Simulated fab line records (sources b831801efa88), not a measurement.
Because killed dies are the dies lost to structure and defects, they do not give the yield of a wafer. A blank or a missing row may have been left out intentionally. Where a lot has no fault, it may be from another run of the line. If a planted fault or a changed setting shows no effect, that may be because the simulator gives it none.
fab line records	flow sky130
[record] lots = 6	wafers = 18	last_day = 49
route steps=708 shown SONOS_TUNNEL@156 SONOS_ONO@168 PAD_OPEN@708
lots that met no fault: from a run of the same line without faults
start_h: the number of hours between the record's first day and the start of the first shown wafer of the lot	wait_h: hours since the lot's step before	" same as the row above	L1.1+2: a row that stands for several wafers	- value missing, or start not given	* or withheld: withheld	< > ~ a bound
route shown NAME@n: NAME is a module with steps in the file, n the number in the route of the first one	usual: mean/standard deviation taken from wafers without a fault	same: alike in all rows	chamber/n: place in a boat	sites: each site's reading	_std_site: the values' standard deviation	_edge_site: inner sites' mean taken away from outer sites' mean	radius_mm: for every site, how far away it sits from the centre of the wafer	mask NAME#n: copy n	behind: the tool/chamber that last shaped the wafer	hold: what put the lot on hold/how long, in hours/how the hold closed	device: names the non-switching transistor (n, p or np)	end of line: tests run on the same wafers once the route is complete	a step without rows: its recipe alone	killed: the dies lost at the first sort to structure and to defects; this is not the yield of the wafer	map: a wafer's dies, marking killed ones x, the rest . and places with no die _
set.NAME: the setting as run; set.NAME@STEP: as run at that earlier step	model.NAME: the simulator's own value behind a step, which no gauge read
lots seen at some steps along the route; tables by step, rows by wafer
services: the hour from which a tool's chamber was out of use, counted from the record's first day as start_h (under 0 if before that day), plus the number of hours and why
[[steps]]
[step SKY_SONOS_TUNNEL_COAT_02]
[recipe] resist = NOVOLAK	spin_rpm = 3000	resist_thk_nm = 1140
[step SKY_SONOS_TUNNEL_SOFTBAKE_03]
[recipe] temp_c = 90	time_s = 60	resist = NOVOLAK
[step SKY_SONOS_TUNNEL_EXPOSE_04]
[recipe] mask_id = TUNM	na = 0.6	source_shape = conventional	sigma_outer = 0.6	polarization = unpolarized	target_cd_nm = 410	dose_mj = 136
[step SKY_SONOS_TUNNEL_PEB_05]
[recipe] temp_c = withheld	time_s = *	resist = NOVOLAK
[step SKY_SONOS_TUNNEL_DEVELOP_06]
[recipe] resist = NOVOLAK	developer = TMAH	develop_time_s = 60	dev_temp_c = 23
[step SKY_SONOS_TUNNEL_CD_MEAS_07]
[recipe] target_cd_nm = 410
[usual] cd_nm = 410.0/2.4
lot.wafer	tool	chamber	start_h	wait_h	cd_nm
L561.2	cd_sem-01	-	243.50	0.1	411.0
L561.3	"	-	"	"	412.4
L561.4	"	-	"	"	411.8
L567.3	cd_sem-01	-	292.34	0.1	411.0
L567.4	"	-	"	"	409.4
L567.5	"	-	"	"	410.0
L573.1	cd_sem-01	-	341.66	0.1	409.7
L573.4	"	-	"	"	409.6
L573.6	"	-	"	"	410.6
L574.2	cd_sem-02	-	348.23	0.1	405.3
L574.3	"	-	"	"	409.1
L574.6	"	-	"	"	408.5
L575.1	cd_sem-02	-	368.55	0.1	407.9
L575.3	"	-	"	"	410.1
L575.6	"	-	"	"	408.8
L582.1	cd_sem-02	-	413.81	0.1	415.0
L582.2	"	-	"	"	413.7
L582.4	"	-	"	"	412.8
[step SKY_SONOS_TUNNEL_OVL_MEAS_08]
[usual] SONOS_TUNNEL_OVL = -0.7/1.6
lot.wafer	tool	chamber	start_h	wait_h	SONOS_TUNNEL_OVL[nm]
L561.2	overlay-01	-	243.60	0.1	1.3
L561.3	"	-	"	"	0.4
L561.4	"	-	"	"	2.1
L567.3	overlay-02	-	292.44	0.1	0.2
L567.4	"	-	"	"	-0.8
L567.5	"	-	"	"	-2.5
L573.1	overlay-01	-	341.78	0.1	1.4
L573.4	"	-	"	"	-0.7
L573.6	"	-	"	"	1.5
L574.2	overlay-02	-	348.34	0.1	-0.4
L574.3	"	-	"	"	-0.5
L574.6	"	-	"	"	-3.1
L575.1	overlay-01	-	368.67	0.1	-0.4
L575.3	"	-	"	"	-1.5
L575.6	"	-	"	"	-1.9
L582.1	overlay-01	-	413.93	0.1	-2.6
L582.2	"	-	"	"	-1.1
L582.4	"	-	"	"	-1.1
[step SKY_SONOS_TUNNEL_IMPLANT_09]
[recipe] species = B	energy_kev = 20	dose_cm2 = 1e+12	tilt_deg = withheld
[step SKY_SONOS_TUNNEL_WET_ETCH_10]
[recipe] chemistry = dHF	target_depth_nm = 14	target = SiO2	dilution = 100:1	temp_c = 25	time_s = 280
[step SKY_SONOS_TUNNEL_STRIP_11]
[recipe] chemistry = SPM	time_s = 600	temp_c = 130
[step SKY_SONOS_TUNNEL_TW_MEAS_12]
[usual] SONOS_TUNNEL_TW = 197.5/1
lot.wafer	tool	chamber	start_h	wait_h	SONOS_TUNNEL_TW
L561.2	film_metro-02	-	244.08	0.0	198.8
L561.3	"	-	"	"	199.1
L561.4	"	-	"	"	198.0
L567.3	film_metro-04	-	293.25	0.0	197.1
L567.4	"	-	"	"	197.1
L567.5	"	-	"	"	197.6
L573.1	film_metro-02	-	342.23	0.0	198.7
L573.4	"	-	"	"	197.3
L573.6	"	-	"	"	198.5
L574.2	film_metro-02	-	348.79	0.0	198.3
L574.3	"	-	"	"	197.7
L574.6	"	-	"	"	199.2
L575.1	film_metro-02	-	369.12	0.0	196.5
L575.3	"	-	"	"	197.8
L575.6	"	-	"	"	197.3
L582.1	film_metro-04	-	414.38	0.0	198.3
L582.2	"	-	"	"	196.5
L582.4	"	-	"	"	197.6
[step SKY_SONOS_TUNNEL_CLEAN_13]
[recipe] chemistry = dHF	time_s = 20	dilution = 100:1	dry = ipa_marangoni
[step SKY_SONOS_ONO_OXIDATION_00]
[recipe] temp_c = 800	ambient = O2	idle_temp_c = 700	ramp_up_c_per_min = 10	ramp_down_c_per_min = 3	stabilise_s = 600	purge_s = 300	target_thk_a = 26	ox_time_s = 1249
[usual] spike_tc_bottom_C = 820.4/0.93	spike_tc_centre_C = 800.2/1	spike_tc_lower_C = 800.7/1.9	spike_tc_top_C = 812.6/1.2	spike_tc_upper_C = 800.2/1.2	tube_center_temp_C = 800/0.07	tube_center_temp_C_max = 802.05/0.3	zone_power_centre_pct = 14.16/0.13
lot.wafer	tool	chamber	start_h	wait_h	spike_tc_bottom_C	spike_tc_centre_C	spike_tc_lower_C	spike_tc_top_C	spike_tc_upper_C	tube_center_temp_C	tube_center_temp_C_max	zone_power_centre_pct	model.SiO2_of_SONOS_ONO_OXIDATION_00.thk_nm
L561.2	furnace-01	0	244.25	0.0	819.0	800.1	802.7	813.0	800.7	799.97	801.70	14.40	2.605
L561.3	"	0	"	"	820.7	799.7	804.4	811.7	798.7	800.12	801.96	14.31	2.626
L561.4	"	0	"	"	819.5	801.2	802.5	812.4	797.1	799.99	801.75	14.11	2.617
L567.3	furnace-02	0	293.31	0.0	820.8	800.7	801.4	809.5	801.9	799.95	802.10	14.03	2.572
L567.4	"	0	"	"	820.5	799.4	800.2	812.2	798.9	799.98	801.96	14.19	2.624
L567.5	"	0	"	"	821.2	801.2	801.0	812.6	800.3	799.99	801.86	14.24	2.564
L573.1	furnace-01	0	342.31	0.0	834.2	815.4	817.7	827.8	815.5	815.9	818.51	14.76	3.174
L573.4	"	0	"	"	835.8	816.8	818.7	828.9	814.6	816.08	818.36	14.84	3.195
L573.6	"	0	"	"	837.3	816.5	820.1	828.9	815.9	815.97	818.11	14.78	3.253
L574.2	furnace-02	0	349.79	0.9	821.8	801.6	799.0	810.6	799.5	800.08	801.82	14.12	2.548
L574.3	"	0	"	"	819.7	799.8	798.4	810.5	800.8	800.05	801.70	14.15	2.594
L574.6	"	0	"	"	822.1	799.5	802.4	812.0	800.5	799.89	801.65	14.31	2.583
L575.1	furnace-01	0	369.20	0.0	836.1	815.5	819.6	829.0	815.3	816.05	817.91	14.80	3.218
L575.3	"	0	"	"	837.7	816.5	818.5	827.9	816.8	816.15	818.63	14.87	3.219
L575.6	"	0	"	"	836.7	813.3	818.6	829.5	816.3	816.11	817.83	14.86	3.268
L582.1	furnace-02	0	415.56	1.1	819.8	800.5	801.1	812.9	800.7	800.01	802.27	14.15	2.524
L582.2	"	0	"	"	820.6	801.6	800.0	809.9	800.5	799.96	802.02	14.08	2.514
L582.4	"	0	"	"	821.8	801.3	800.1	811.0	800.8	799.88	801.96	14.00	2.528
[step SKY_SONOS_ONO_THK_MEAS_01]
[recipe] reads = SiO2_of_SONOS_ONO_OXIDATION_00
[usual] SONOS_ONO_OXIDATION_THK = 2.60/0.055
lot.wafer	tool	chamber	start_h	wait_h	SONOS_ONO_OXIDATION_THK[nm]
L561.2	film_metro-02	-	245.61	0.0	2.70
L561.3	"	-	"	"	2.59
L561.4	"	-	"	"	2.58
L567.3	film_metro-02	-	294.67	0.0	2.53
L567.4	"	-	"	"	2.63
L567.5	"	-	"	"	2.54
L573.1	film_metro-02	-	343.65	0.0	3.16
L573.4	"	-	"	"	3.24
L573.6	"	-	"	"	3.24
L574.2	film_metro-02	-	351.15	0.0	2.54
L574.3	"	-	"	"	2.53
L574.6	"	-	"	"	2.57
L575.1	film_metro-03	-	370.55	0.0	3.20
L575.3	"	-	"	"	3.18
L575.6	"	-	"	"	3.22
L582.1	film_metro-03	-	416.91	0.0	2.53
L582.2	"	-	"	"	2.52
L582.4	"	-	"	"	2.60
[step SKY_SONOS_ONO_CVD_02]
[recipe] material = Si3N4	precursor = DCS/NH3	target_thk_nm = 10.5	temp_c = 770	time_s = 180	pressure_mtorr = 250
[step SKY_PAD_OPEN_PROBE_99]
[usual] killed_at_M0_to_M3 = 43/6.8	killed_at_M4_up = 3.2/1.8	killed_at_contacts = 24/5.2	killed_at_front_end = 15/4.2	killed_at_other = 0.4/0.62	killed_dies = 85/8.7	killed_open = 46/6.7	killed_short = 39/5.9
[same] gross_dies = 492	killed_at_back_side = 0
lot.wafer	tool	chamber	start_h	wait_h	killed_at_M0_to_M3	killed_at_M4_up	killed_at_contacts	killed_at_front_end	killed_at_other	killed_dies	killed_open	killed_short	model.etest.sonos_erased.drive_ua_um	model.etest.sonos_uncharged.r_on_ohm_um	model.etest.sonos_erased.vt_v	model.etest.cap_ono.gate_log10_a_cm2	model.etest.cap_ono.gate_bv_v	model.etest.cap_ono.tox_acc_nm	model.etest.sonos_programmed.vt_v	model.etest.sonos_programmed.off_log10_a_um
L561.2	prober-01	-	1069.87	0.1	54	2	26	15	0	97	51	46	185.5	819.5	-2.262	-8.012	16.35	12.95	1.467	-14.04
L561.3	prober-01	-	1069.92	0.2	33	2	45	10	0	90	43	47	190.2	804.8	-2.276	-7.949	16.58	12.89	1.456	-14.08
L561.4	prober-01	-	1069.97	0.2	46	1	28	10	0	85	51	33	210.5	795.2	-2.336	-7.86	16.13	12.83	1.506	-13.93
L567.3	prober-01	-	1112.77	0.2	43	4	30	19	0	96	45	51	189.5	828.3	-2.296	-7.948	16.55	12.81	1.52	-13.98
L567.4	prober-01	-	1112.82	0.2	47	4	27	15	0	93	56	37	190.6	832.9	-2.224	-8.056	16.33	13.04	1.36	-13.86
L567.5	prober-01	-	1112.87	0.2	39	4	35	8	0	86	48	38	209.2	821.6	-2.291	-8.003	16.44	12.97	1.423	-13.85
L573.1	prober-01	-	1139.70	0.1	49	2	27	18	2	98	60	37	115.8	829.6	-1.535	-8.676	17.1	13.44	1.224	-13.87
L573.4	prober-01	-	1139.85	0.2	49	5	26	20	0	100	57	43	115.5	835.5	-1.457	-8.673	17.66	13.46	1.233	-13.91
L573.6	prober-01	-	1139.95	0.2	38	4	20	20	0	82	44	38	72.8	844.1	-1.029	-9.016	17.56	13.73	1.092	-13.79
L574.2	prober-01	-	1147.37	0.1	46	6	21	13	0	86	45	41	170.3	814.6	-2.25	-8.036	16.43	12.97	1.389	-13.89
L574.3	prober-01	-	1147.42	0.2	33	4	20	18	0	75	32	43	178.2	807.3	-2.245	-8.027	16.29	13	1.423	-13.99
L574.6	prober-01	-	1147.57	0.2	41	4	27	14	0	86	37	49	219.5	814.5	-2.3	-8.035	16.5	12.93	1.409	-13.9
L575.1	prober-02	-	1154.46	0.1	30	5	20	21	0	76	40	36	80.79	842.2	-1.186	-8.921	17.27	13.69	1.093	-13.74
L575.3	prober-02	-	1154.56	0.2	36	1	22	7	2	68	39	27	74.27	841.6	-1.138	-9.04	17.04	13.8	1.022	-13.31
L575.6	prober-02	-	1154.71	0.2	39	3	23	19	1	85	46	38	54.25	845	-0.8619	-9.051	17.15	13.71	1.041	-13.55
L582.1	prober-01	-	1187.36	0.1	35	3	21	17	0	76	44	32	212.5	810.3	-2.337	-7.873	16.64	12.87	1.418	-13.88
L582.2	prober-01	-	1187.41	0.1	46	4	23	9	0	82	45	37	192.5	826.7	-2.312	-7.949	16.34	12.86	1.414	-13.97
L582.4	prober-01	-	1187.51	0.2	56	3	23	14	0	96	46	49	199.6	830.7	-2.321	-7.98	16.04	12.88	1.427	-13.99
// killed by level:class
L561.2 VIA1:geometric_particle:open=15 CONTACT:geometric_particle:open=10 METAL1:geometric_particle:short=7 VIA1:geometric_particle:short=7 LOCAL_INTERCONNECT:geometric_particle:short=6 VIA2:geometric_particle:open=5 METAL2:geometric_particle:short=5 VIA3:geometric_particle:open=4
L561.3 CONTACT:geometric_particle:open=14 LI_CONTACT:geometric_particle:open=12 CONTACT:geometric_particle:short=8 VIA3:geometric_particle:short=7 LI_CONTACT:geometric_particle:short=5 LOCAL_INTERCONNECT:geometric_particle:short=5 METAL1:geometric_particle:short=5 VIA1:geometric_particle:short=5
L561.4 VIA1:geometric_particle:open=14 CONTACT:geometric_particle:open=8 LI_CONTACT:geometric_particle:open=7 CONTACT:geometric_particle:short=5 VIA3:geometric_particle:open=5 LI_CONTACT:geometric_particle:short=4 METAL2:geometric_particle:open=4 VIA3:geometric_particle:short=4
L567.3 CONTACT:geometric_particle:open=10 METAL1:geometric_particle:short=9 VIA1:geometric_particle:open=8 VIA2:geometric_particle:open=8 POLY_GATE:geometric_particle:short=6 METAL2:geometric_particle:short=6 LI_CONTACT:geometric_particle:short=6 LI_CONTACT:geometric_particle:open=6
L567.4 VIA1:geometric_particle:open=13 LI_CONTACT:geometric_particle:open=8 VIA3:geometric_particle:open=8 CONTACT:geometric_particle:open=7 VIA2:geometric_particle:open=6 VIA1:geometric_particle:short=6 FIELD_ISO:geometric_particle:open=5 LI_CONTACT:geometric_particle:short=4
L567.5 CONTACT:geometric_particle:open=14 LI_CONTACT:geometric_particle:open=11 VIA1:geometric_particle:open=8 VIA2:geometric_particle:short=7 VIA1:geometric_particle:short=6 VIA3:geometric_particle:open=5 POLY_GATE:geometric_particle:short=4 CONTACT:geometric_particle:short=4
L573.1 CONTACT:geometric_particle:open=12 LI_CONTACT:geometric_particle:open=10 VIA1:geometric_particle:open=9 VIA3:geometric_particle:open=9 METAL2:geometric_particle:short=6 METAL1:geometric_particle:short=5 VIA2:geometric_particle:open=5 FIELD_ISO:geometric_particle:open=4
L573.4 VIA1:geometric_particle:open=15 CONTACT:geometric_particle:open=10 LI_CONTACT:geometric_particle:open=9 FIELD_ISO:geometric_particle:open=8 METAL2:geometric_particle:short=6 FIELD_ISO:geometric_particle:short=5 VIA1:geometric_particle:short=5 VIA2:geometric_particle:short=5
L573.6 VIA3:geometric_particle:open=9 POLY_GATE:geometric_particle:open=7 CONTACT:geometric_particle:open=7 FIELD_ISO:geometric_particle:short=6 CONTACT:geometric_particle:short=6 LI_CONTACT:geometric_particle:open=5 VIA1:geometric_particle:short=5 VIA1:geometric_particle:open=5
L574.2 METAL1:geometric_particle:short=13 CONTACT:geometric_particle:open=7 LI_CONTACT:geometric_particle:open=6 METAL2:geometric_particle:short=6 POLY_GATE:geometric_particle:open=5 VIA1:geometric_particle:open=5 VIA2:geometric_particle:open=5 VIA3:geometric_particle:open=5
L574.3 CONTACT:geometric_particle:short=7 CONTACT:geometric_particle:open=6 METAL1:geometric_particle:short=5 VIA2:geometric_particle:open=5 FIELD_ISO:geometric_particle:open=4 LOCAL_INTERCONNECT:geometric_particle:short=4 METAL3:geometric_particle:short=4 METAL1:geometric_particle:open=4
L574.6 CONTACT:geometric_particle:open=11 METAL1:geometric_particle:short=11 FIELD_ISO:geometric_particle:short=6 CONTACT:geometric_particle:short=6 VIA1:geometric_particle:open=6 LI_CONTACT:geometric_particle:open=5 LOCAL_INTERCONNECT:geometric_particle:short=4 VIA2:geometric_particle:short=4
L575.1 VIA1:geometric_particle:short=8 FIELD_ISO:geometric_particle:open=7 LI_CONTACT:geometric_particle:open=7 CONTACT:geometric_particle:open=7 VIA1:geometric_particle:open=7 VIA2:geometric_particle:open=4 FIELD_ISO:geometric_particle:short=3 POLY_CUT:geometric_particle:short=3
L575.3 LI_CONTACT:geometric_particle:open=9 VIA1:geometric_particle:open=9 VIA2:geometric_particle:open=8 CONTACT:geometric_particle:open=6 CONTACT:geometric_particle:short=4 POLY_GATE:geometric_particle:short=3 VIA1:geometric_particle:short=3 METAL2:geometric_particle:short=3
L575.6 VIA1:geometric_particle:open=8 FIELD_ISO:geometric_particle:open=6 LI_CONTACT:geometric_particle:open=6 CONTACT:geometric_particle:open=6 VIA2:geometric_particle:open=6 LI_CONTACT:geometric_particle:short=5 METAL1:geometric_particle:open=5 VIA1:geometric_particle:short=5
L582.1 LI_CONTACT:geometric_particle:open=7 VIA1:geometric_particle:open=7 CONTACT:geometric_particle:open=6 FIELD_ISO:geometric_particle:short=5 POLY_GATE:geometric_particle:open=4 METAL1:geometric_particle:short=4 METAL2:geometric_particle:short=4 VIA2:geometric_particle:short=4
L582.2 VIA3:geometric_particle:open=12 VIA1:geometric_particle:open=10 METAL2:geometric_particle:short=7 LOCAL_INTERCONNECT:geometric_particle:short=6 FIELD_ISO:geometric_particle:short=5 LI_CONTACT:geometric_particle:open=5 CONTACT:geometric_particle:open=5 VIA1:geometric_particle:short=5
L582.4 VIA1:geometric_particle:open=11 VIA1:geometric_particle:short=8 LI_CONTACT:geometric_particle:open=7 VIA3:geometric_particle:short=7 CONTACT:geometric_particle:open=6 VIA2:geometric_particle:open=6 METAL2:geometric_particle:short=6 VIA3:geometric_particle:open=6
[[services]]
tool	chamber	start_h	hours	kind
furnace-01	-	229.37	3.2	pm
furnace-01	-	259.33	3.6	pm
furnace-02	-	268.13	4.1	pm
furnace-01	-	283.79	5.0	pm
furnace-01	-	397.63	3.7	pm
[[key]]
[first_sign] step = SKY_SONOS_ONO_OXIDATION_00	reading = tube_center_temp_C	direction = up	sigmas = 99+	usual = *	struck = *
[effect] step = SKY_SONOS_ONO_OXIDATION_00	reading = tube_center_temp_C_max	direction = up	sigmas = 54	usual = *	struck = *
[effect] step = SKY_SONOS_ONO_THK_MEAS_01	reading = SONOS_ONO_OXIDATION_THK	direction = up	sigmas = 11	usual = 2.60	struck = 3.21
[model_effect] step = SKY_SONOS_ONO_OXIDATION_00	value = SiO2_of_SONOS_ONO_OXIDATION_00.thk_nm	without = 2.568	struck = 3.221
[model_effect] step = SKY_PAD_OPEN_PROBE_99	value = etest.sonos_erased.drive_ua_um	without = 187	struck = 85.57
met_at SKY_SONOS_ONO_OXIDATION_00
struck_wafers L573.1,L573.4,L573.6,L575.1,L575.3,L575.6
tester_left_out L573,L575
onset_between 244.25 342.31
[fault] kind = process_parameter_drift	tool = furnace-01	chamber = -	onset_h = 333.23	steps = SKY_SONOS_ONO_OXIDATION_00	channel = temp_c	offset = *	shape = step	end_h = 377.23	acts_in = *	stated = *
// tester_left_out: of these lots the tester's yield and bins aren't shown, on N5 and GAA mostly nor the transistor test; their killed dies are dies lost to structure and defects alone, not to doping, threshold or leakage, so they don't give the yield
